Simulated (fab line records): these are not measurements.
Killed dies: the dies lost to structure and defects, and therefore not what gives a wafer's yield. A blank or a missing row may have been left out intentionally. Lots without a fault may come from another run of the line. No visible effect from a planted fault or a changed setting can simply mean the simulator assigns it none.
The tool behind it: which one? / flow gf180mcu / 12 lots, 35 wafers sampled, at 6 steps of a route of 602

== WHAT THE GAUGES SHOWED, per wafer ==
GF_M1_CD_MEAS_14: target cd 230 nm. Usual: cdNm reads 230.5 nm (standard deviation 1.2).
lot=L560; measured=day 17 07:16; on=cdSem-02; cdNm (nm)=231.2 230.5 229.2; flag=
lot=L563; measured=day 18 11:01; on=cdSem-02; cdNm (nm)=230.3 230.6 230.1; flag=
lot=L567; measured=day 20 03:32; on=cdSem-02; cdNm (nm)=229.5 229.0; flag=
lot=L568; measured=day 20 06:45; on=cdSem-02; cdNm (nm)=231.0 231.2 229.8; flag=
lot=L570; measured=day 20 21:33; on=cdSem-02; cdNm (nm)=227.9 229.1 228.6; flag=
lot=L572; measured=day 21 17:23; on=cdSem-02; cdNm (nm)=230.9 230.3 230.5; flag=
lot=L577; measured=day 23 07:15; on=cdSem-01; cdNm (nm)=232.1 231.7 232.6; flag=
lot=L578; measured=day 23 20:44; on=cdSem-01; cdNm (nm)=232.9 232.5 232.4; flag=
lot=L580; measured=day 24 03:59; on=cdSem-02; cdNm (nm)=232.5 230.7 232.0; flag=
lot=L581; measured=day 24 14:27; on=cdSem-02; cdNm (nm)=229.5 229.6 229.3; flag=
lot=L582; measured=day 25 00:46; on=cdSem-02; cdNm (nm)=232.7 232.0 231.2; flag=
lot=L583; measured=day 25 05:11; on=cdSem-02; cdNm (nm)=232.1 231.4 232.1; flag=

GF_M2_RS_MEAS_05: the measuring method here is four-point-probe. Usual: M2_ALCU_RS 0.0701 ohm/sq, standard deviation 0.00076.
lot=L560; measured=day 18 10:20; on=filmMetro-02; M2_ALCU_RS (ohm/sq)=0.0700 0.0703 0.0704; flag=
lot=L563; measured=day 19 14:24; on=filmMetro-03; M2_ALCU_RS (ohm/sq)=0.0693 0.0703 0.0691; flag=
lot=L567; measured=day 21 07:17; on=filmMetro-02; M2_ALCU_RS (ohm/sq)=0.0704 0.0692; flag=
lot=L568; measured=day 21 09:35; on=filmMetro-03; M2_ALCU_RS (ohm/sq)=0.0604 0.0598 0.0598; flag=OFF
lot=L570; measured=day 22 00:22; on=filmMetro-02; M2_ALCU_RS (ohm/sq)=0.0599 0.0606 0.0607; flag=OFF
lot=L572; measured=day 22 19:56; on=filmMetro-04; M2_ALCU_RS (ohm/sq)=0.0598 0.0604 0.0605; flag=OFF
lot=L577; measured=day 24 08:26; on=filmMetro-02; M2_ALCU_RS (ohm/sq)=0.0700 0.0716 0.0709; flag=
lot=L578; measured=day 24 22:08; on=filmMetro-04; M2_ALCU_RS (ohm/sq)=0.0704 0.0711 0.0698; flag=
lot=L580; measured=day 25 05:02; on=filmMetro-04; M2_ALCU_RS (ohm/sq)=0.0695 0.0690 0.0693; flag=
lot=L581; measured=day 25 15:02; on=filmMetro-04; M2_ALCU_RS (ohm/sq)=0.0717 0.0708 0.0698; flag=
lot=L582; measured=day 26 00:55; on=filmMetro-04; M2_ALCU_RS (ohm/sq)=0.0703 0.0698 0.0699; flag=
lot=L583; measured=day 26 05:14; on=filmMetro-02; M2_ALCU_RS (ohm/sq)=0.0709 0.0701 0.0706; flag=

GF_M2_THK_MEAS_06: measures by xrf. Usual: M2_ALCU_THK 447 nm, standard deviation 6.2.
lot=L560; measured=day 18 10:26; on=filmMetro-02; M2_ALCU_THK (nm)=442 443 443; flag=
lot=L563; measured=day 19 14:31; on=filmMetro-03; M2_ALCU_THK (nm)=458 448 462; flag=
lot=L567; measured=day 21 07:24; on=filmMetro-02; M2_ALCU_THK (nm)=442 450; flag=
lot=L568; measured=day 21 09:43; on=filmMetro-03; M2_ALCU_THK (nm)=524 529 532; flag=OFF
lot=L570; measured=day 22 00:29; on=filmMetro-02; M2_ALCU_THK (nm)=519 514 513; flag=OFF
lot=L572; measured=day 22 20:03; on=filmMetro-04; M2_ALCU_THK (nm)=524 521 521; flag=OFF
lot=L577; measured=day 24 08:33; on=filmMetro-02; M2_ALCU_THK (nm)=447 435 439; flag=
lot=L578; measured=day 24 22:15; on=filmMetro-04; M2_ALCU_THK (nm)=444 440 448; flag=
lot=L580; measured=day 25 05:10; on=filmMetro-04; M2_ALCU_THK (nm)=450 453 450; flag=
lot=L581; measured=day 25 15:09; on=filmMetro-04; M2_ALCU_THK (nm)=437 438 448; flag=
lot=L582; measured=day 26 01:02; on=filmMetro-04; M2_ALCU_THK (nm)=442 446 447; flag=
lot=L583; measured=day 26 05:20; on=filmMetro-02; M2_ALCU_THK (nm)=441 446 445; flag=

== TOOL THAT RAN EACH LOT (tool first, then ch and the chambers of the sampled wafers, then the start) ==
lot=L560; GF_CONTACT_CVD_24=cvdW-01 ch 0,1, day 16 07:28; GF_M1_SPUTTER_04=pvdSputter-03, day 16 08:28; GF_M2_SPUTTER_02=pvdSputter-02, day 18 10:13
lot=L563; GF_CONTACT_CVD_24=cvdW-02 ch 1, day 17 09:53; GF_M1_SPUTTER_04=pvdSputter-01, day 17 10:48; GF_M2_SPUTTER_02=pvdSputter-03, day 19 14:17
lot=L567; GF_CONTACT_CVD_24=cvdW-01 ch 0,1, day 19 02:29; GF_M1_SPUTTER_04=pvdSputter-01, day 19 03:16; GF_M2_SPUTTER_02=pvdSputter-01, day 21 07:11
lot=L568; GF_CONTACT_CVD_24=cvdW-02 ch 0,1, day 19 05:19; GF_M1_SPUTTER_04=pvdSputter-04, day 19 06:05; GF_M2_SPUTTER_02=pvdSputter-01, day 21 09:30
lot=L570; GF_CONTACT_CVD_24=cvdW-02 ch 0, day 19 20:32; GF_M1_SPUTTER_04=pvdSputter-04, day 19 21:17; GF_M2_SPUTTER_02=pvdSputter-01, day 22 00:17
lot=L572; GF_CONTACT_CVD_24=cvdW-02 ch 0,1, day 20 17:22; GF_M1_SPUTTER_04=pvdSputter-03, day 20 18:09; GF_M2_SPUTTER_02=pvdSputter-01, day 22 19:50
lot=L577; GF_CONTACT_CVD_24=cvdW-01 ch 0,1, day 22 07:34; GF_M1_SPUTTER_04=pvdSputter-04, day 22 08:20; GF_M2_SPUTTER_02=pvdSputter-02, day 24 08:20
lot=L578; GF_CONTACT_CVD_24=cvdW-01 ch 0,1, day 22 21:34; GF_M1_SPUTTER_04=pvdSputter-04, day 22 22:20; GF_M2_SPUTTER_02=pvdSputter-03, day 24 22:02
lot=L580; GF_CONTACT_CVD_24=cvdW-01 ch 1, day 23 04:55; GF_M1_SPUTTER_04=pvdSputter-04, day 23 05:41; GF_M2_SPUTTER_02=pvdSputter-01, day 25 04:55
lot=L581; GF_CONTACT_CVD_24=cvdW-02 ch 0,1, day 23 15:41; GF_M1_SPUTTER_04=pvdSputter-04, day 23 16:26; GF_M2_SPUTTER_02=pvdSputter-03, day 25 14:56
lot=L582; GF_CONTACT_CVD_24=cvdW-02 ch 0,1, day 24 01:43; GF_M1_SPUTTER_04=pvdSputter-03, day 24 02:28; GF_M2_SPUTTER_02=pvdSputter-01, day 26 00:49
lot=L583; GF_CONTACT_CVD_24=cvdW-01 ch 0,1, day 24 06:55; GF_M1_SPUTTER_04=pvdSputter-01, day 24 07:38; GF_M2_SPUTTER_02=pvdSputter-01, day 26 05:07
- GF_CONTACT_CVD_24: deposits W, target thk 300 nm, time 90.339 s.
- GF_M1_SPUTTER_04: material TiN, target thk 50 nm, time 41.7 s.
- GF_M2_SPUTTER_02: material AlCu, target thk 450 nm, time 23.9 s.

== WHAT THE TOOLS THEMSELVES READ (means of the sampled wafers that have a number; where no wafer has one, the mark that the record gives instead) ==
GF_CONTACT_CVD_24. Usual: heaterPowerW reads 866 W (standard deviation 69).
lot=L560; tool=cvdW-01; heaterPowerW (W)=934; flag=
lot=L563; tool=cvdW-02; heaterPowerW (W)=943; flag=
lot=L567; tool=cvdW-01; heaterPowerW (W)=859; flag=
lot=L568; tool=cvdW-02; heaterPowerW (W)=861; flag=
lot=L570; tool=cvdW-02; heaterPowerW (W)=817; flag=
lot=L572; tool=cvdW-02; heaterPowerW (W)=875; flag=
lot=L577; tool=cvdW-01; heaterPowerW (W)=824; flag=
lot=L578; tool=cvdW-01; heaterPowerW (W)=822; flag=
lot=L580; tool=cvdW-01; heaterPowerW (W)=918; flag=
lot=L581; tool=cvdW-02; heaterPowerW (W)=899; flag=
lot=L582; tool=cvdW-02; heaterPowerW (W)=878; flag=
lot=L583; tool=cvdW-01; heaterPowerW (W)=825; flag=

GF_M1_SPUTTER_04. Usual: cathodeDcPowerW 6499.9 W, standard deviation 1.2; chamberPressurePa 0.4000 Pa, standard deviation 0.00089; throttleValvePct 30.2 %, standard deviation 0.72.
lot=L560; tool=pvdSputter-03; cathodeDcPowerW (W)=6497.9; chamberPressurePa (Pa)=0.4005; throttleValvePct (%)=31.1; flag=
lot=L563; tool=pvdSputter-01; cathodeDcPowerW (W)=6500.5; chamberPressurePa (Pa)=0.3992; throttleValvePct (%)=29.5; flag=
lot=L567; tool=pvdSputter-01; cathodeDcPowerW (W)=6498.6; chamberPressurePa (Pa)=0.4002; throttleValvePct (%)=29.5; flag=
lot=L568; tool=pvdSputter-04; cathodeDcPowerW (W)=6500.1; chamberPressurePa (Pa)=0.4001; throttleValvePct (%)=29.9; flag=
lot=L570; tool=pvdSputter-04; cathodeDcPowerW (W)=6500.4; chamberPressurePa (Pa)=0.4002; throttleValvePct (%)=30.0; flag=
lot=L572; tool=pvdSputter-03; cathodeDcPowerW (W)=6500.5; chamberPressurePa (Pa)=0.3994; throttleValvePct (%)=30.9; flag=
lot=L577; tool=pvdSputter-04; cathodeDcPowerW (W)=6500.8; chamberPressurePa (Pa)=0.4005; throttleValvePct (%)=29.9; flag=
lot=L578; tool=pvdSputter-04; cathodeDcPowerW (W)=6501.1; chamberPressurePa (Pa)=0.3997; throttleValvePct (%)=30.2; flag=
lot=L580; tool=pvdSputter-04; cathodeDcPowerW (W)=6499.6; chamberPressurePa (Pa)=0.4000; throttleValvePct (%)=30.3; flag=
lot=L581; tool=pvdSputter-04; cathodeDcPowerW (W)=6499.2; chamberPressurePa (Pa)=0.3998; throttleValvePct (%)=30.2; flag=
lot=L582; tool=pvdSputter-03; cathodeDcPowerW (W)=6498.5; chamberPressurePa (Pa)=0.4005; throttleValvePct (%)=30.7; flag=
lot=L583; tool=pvdSputter-01; cathodeDcPowerW (W)=6498.8; chamberPressurePa (Pa)=0.3997; throttleValvePct (%)=29.4; flag=

GF_M2_SPUTTER_02. Usual: cathodeDcPowerW 10600 W, standard deviation 1.8; chamberPressurePa 0.4128 Pa, standard deviation 0.00083; throttleValvePct 30.0 %, standard deviation 0.87.
lot=L560; tool=pvdSputter-02; cathodeDcPowerW (W)=10600; chamberPressurePa (Pa)=0.4124; throttleValvePct (%)=29.9; flag=
lot=L563; tool=pvdSputter-03; cathodeDcPowerW (W)=10600; chamberPressurePa (Pa)=0.4130; throttleValvePct (%)=30.1; flag=
lot=L567; tool=pvdSputter-01; cathodeDcPowerW (W)=10599; chamberPressurePa (Pa)=0.4119; throttleValvePct (%)=29.7; flag=
lot=L568; tool=pvdSputter-01; cathodeDcPowerW (W)=12288; chamberPressurePa (Pa)=0.4127; throttleValvePct (%)=30.0; flag=OFF
lot=L570; tool=pvdSputter-01; cathodeDcPowerW (W)=12289; chamberPressurePa (Pa)=0.4127; throttleValvePct (%)=30.5; flag=OFF
lot=L572; tool=pvdSputter-01; cathodeDcPowerW (W)=12287; chamberPressurePa (Pa)=0.4126; throttleValvePct (%)=30.4; flag=OFF
lot=L577; tool=pvdSputter-02; cathodeDcPowerW (W)=10600; chamberPressurePa (Pa)=0.4133; throttleValvePct (%)=29.2; flag=
lot=L578; tool=pvdSputter-03; cathodeDcPowerW (W)=10601; chamberPressurePa (Pa)=0.4133; throttleValvePct (%)=30.6; flag=
lot=L580; tool=pvdSputter-01; cathodeDcPowerW (W)=10601; chamberPressurePa (Pa)=0.4141; throttleValvePct (%)=30.0; flag=
lot=L581; tool=pvdSputter-03; cathodeDcPowerW (W)=10600; chamberPressurePa (Pa)=0.4131; throttleValvePct (%)=30.2; flag=
lot=L582; tool=pvdSputter-01; cathodeDcPowerW (W)=10602; chamberPressurePa (Pa)=0.4132; throttleValvePct (%)=29.9; flag=
lot=L583; tool=pvdSputter-01; cathodeDcPowerW (W)=10601; chamberPressurePa (Pa)=0.4127; throttleValvePct (%)=29.4; flag=

== THE ANSWER, worked out from the rows above alone ==
Rule: lot off if the mean of its wafers having a number is beyond 3 standard deviations from the usual mean. Also off: a lot with no number at a reading for which 4 or more lots have one. Where the step has rows for the other lots, those lots are counted as sound. After the gauges, taken in route order, come the tools' own readings; for these a lot's mean is taken, as printed above. At the first step where some lot is off, the reading lying furthest off is the one used; lots without a number count as furthest.
Off: L568, L570, L572, seen at GF_M2_RS_MEAS_05 (M2_ALCU_RS).
A tool fits if, at a process step before that reading, it ran every lot that is off, and no sound lot after the first of them. The gauges at GF_M2_RS_MEAS_05 aren't tried: what is off there is off at GF_M2_SPUTTER_02 too, on other tools, and a gauge's error can't cause that. None of those tried fits.

== WHAT THE SIMULATOR PUT IN ==
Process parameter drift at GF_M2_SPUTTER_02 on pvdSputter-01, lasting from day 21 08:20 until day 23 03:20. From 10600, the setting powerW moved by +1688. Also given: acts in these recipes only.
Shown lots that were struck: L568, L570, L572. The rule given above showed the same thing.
